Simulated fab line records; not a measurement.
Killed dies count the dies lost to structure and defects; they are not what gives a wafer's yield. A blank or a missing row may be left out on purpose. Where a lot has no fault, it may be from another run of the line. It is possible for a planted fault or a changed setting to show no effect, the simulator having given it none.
Code-filled problem report in 8D (eight disciplines) form ; flow gf180mcu ; the parts of the form that need people (team, actions taken, sign-off) are left out

1. WHAT WENT WRONG
At GF_V2_EXPOSE_11, exposure-dose-mJ-cm2 averages 38.49 over 6 wafers from 2 lots, while fault-free wafers read 37.99, standard deviation 0.038. Measured from the usual mean, that is +13 standard deviations.
The step: exposes mask Via2, target cd 260 nm.
Earliest sighting: wafer L940.1 on krf-scanner-01 at day 25 20:06. Wafers with a number at this step in the record: 18, from 6 lots. The rule behind "out" and "out of limits": a value lying over 4 standard deviations away from the usual mean. The other wafers with a number count as sound.

2. WHAT THIS IS AND IS NOT
question;is;is not
which readings at this step;exposure-dose-mJ-cm2;-
which lots;L940, L943;L931, L933, L946, L947
which wafers of those lots;all that have a number;-
read on which tools;krf-scanner-01;krf-scanner-02
when;from day 25 20:06;"up to then (6 sound wafers); but 6 sound wafers of L946, L947 came after"

3. SUSPECTS, AND WHAT RULES EACH OUT
Counting: a tool stays on the suspect list if, at a process step up to the reading, it processed all lots that are out and no sound lot following the first of them.
- krf-scanner-01 at GF_V2_EXPOSE_11 (exposes mask Via2, target cd 260 nm): kept. All lots that are out passed through it, beginning with L940 at day 25 20:06, and no sound lot followed; its final sound lot before that point was L931 at day 22 12:28. On those wafers its own readings are out: exposure-dose-mJ-cm2.
The count leaves krf-scanner-01 at GF_V2_EXPOSE_11.

4. THE CAUSE (what the simulator had put in)
Process parameter drift: krf-scanner-01, from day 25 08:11 on, at GF_V2_EXPOSE_11. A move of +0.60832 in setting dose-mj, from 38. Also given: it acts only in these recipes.
This tool alone remained once counting was done.

5. SEQUENCE OF EFFECTS, ordered by route
Each row: a reading where the mean over the struck wafers with a number is more than 3 standard deviations away from the usual. Only readings for which the record gives a usual standard deviation are gone through. hours: the time from each lot's start at the first step in this table that gives one to its start at this step, as a median over the lots. sigmas: the change in usual standard deviations.
hours;step;reading;usual;on struck wafers;change;sigmas
0;GF_V2_EXPOSE_11;exposure-dose-mJ-cm2;37.99;38.49;+0.50;+13
It contains these process steps:
- GF_V2_EXPOSE_11: exposes mask Via2, target cd 260 nm.
At these later measuring or inspecting steps, every struck wafer for which the step has a row has a number for every such reading, and none has moved that far: GF_V2_CD_MEAS_14, GF_V2_OVL_MEAS_15.

6. WHAT WOULD HAVE CAUGHT IT SOONER
In this record no reading fell out of limits until day 25 20:06, 12 hours after the fault had begun at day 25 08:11.
